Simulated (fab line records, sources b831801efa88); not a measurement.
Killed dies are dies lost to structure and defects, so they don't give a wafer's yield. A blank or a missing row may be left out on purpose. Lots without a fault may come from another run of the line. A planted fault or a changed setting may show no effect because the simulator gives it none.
Which tool did it? | flow gf180mcu | 6 lots, 18 wafers sampled, at 5 steps of a route of 602

WHAT THE GAUGES READ, wafer by wafer
GF_V5_THK_MEAS_03.
lot  | measured     | on            | V5_CVD_02_THK (nm)
L593 | day 26 15:46 | film_metro-01 | 1432 1437 1451
L597 | day 27 22:45 | film_metro-02 | 1433 1448 1457
L605 | day 30 08:07 | film_metro-04 | 1434 1442 1471
L609 | day 31 10:30 | film_metro-02 | 1430 1453 1468
L611 | day 31 21:46 | film_metro-01 | 1452 1453 1480
L613 | day 32 10:50 | film_metro-01 | 1412 1445 1456

WHICH TOOL RAN EACH LOT (tool, then ch and the chambers of the sampled wafers, then the start)
lot  | GF_V4_ETCH_16                      | GF_MIM_SPUTTER_02            | GF_MIM_SPUTTER_04            | GF_V5_CVD_02
L593 | rie_diel-02 ch 0,1,2, day 24 18:04 | pvd_sputter-02, day 24 19:35 | pvd_sputter-02, day 24 19:38 | pecvd-02 ch 1,2, day 26 15:39
L597 | rie_diel-02 ch 0,1,3, day 26 03:52 | pvd_sputter-01, day 26 05:41 | pvd_sputter-01, day 26 05:44 | pecvd-04 ch 1,2, day 27 22:39
L605 | rie_diel-04 ch 0,2, day 28 15:03   | pvd_sputter-02, day 28 16:32 | pvd_sputter-02, day 28 16:35 | pecvd-02 ch 1,2, day 30 08:01
L609 | rie_diel-02 ch 0,2,3, day 29 20:25 | pvd_sputter-01, day 29 21:53 | pvd_sputter-01, day 29 21:56 | pecvd-03 ch 0,1,2, day 31 10:23
L611 | rie_diel-02 ch 0,1,2, day 30 07:06 | pvd_sputter-01, day 30 08:36 | pvd_sputter-01, day 30 08:39 | pecvd-03 ch 0,1, day 31 21:40
L613 | rie_diel-01 ch 0,1,3, day 30 21:00 | pvd_sputter-01, day 30 22:29 | pvd_sputter-01, day 30 22:32 | pecvd-03 ch 0,2, day 32 10:44
- GF_V4_ETCH_16: etches BARC in N2/H2.
- GF_MIM_SPUTTER_02: material AlCu, target thk 450 nm, time 23.9 s.
- GF_MIM_SPUTTER_04: material TiN, target thk 50 nm, time 41.7 s.
- GF_V5_CVD_02: deposits SiO2 from TEOS, target thk 1450 nm, time 163.28 s.

THE ANSWER, worked out from the rows above alone
Rule: what is usual is taken from the lots themselves. Put in order of their means at a reading, lots are off if they are a third of the lots or fewer, leave a main group of 4 or more, and stand apart from it by a gap of 3 or more times the standard deviation of the main group's means; of several such gaps the widest counts. A main group whose means are all the same, to the digits that the tables above print for the reading, isn't used. A lot without any number at a reading at which 4 lots or more have one is off too. The other lots that the step has rows for count as sound.
No lot is off at any reading shown: from this, nothing can be told.

WHAT THE SIMULATOR HAD PUT IN
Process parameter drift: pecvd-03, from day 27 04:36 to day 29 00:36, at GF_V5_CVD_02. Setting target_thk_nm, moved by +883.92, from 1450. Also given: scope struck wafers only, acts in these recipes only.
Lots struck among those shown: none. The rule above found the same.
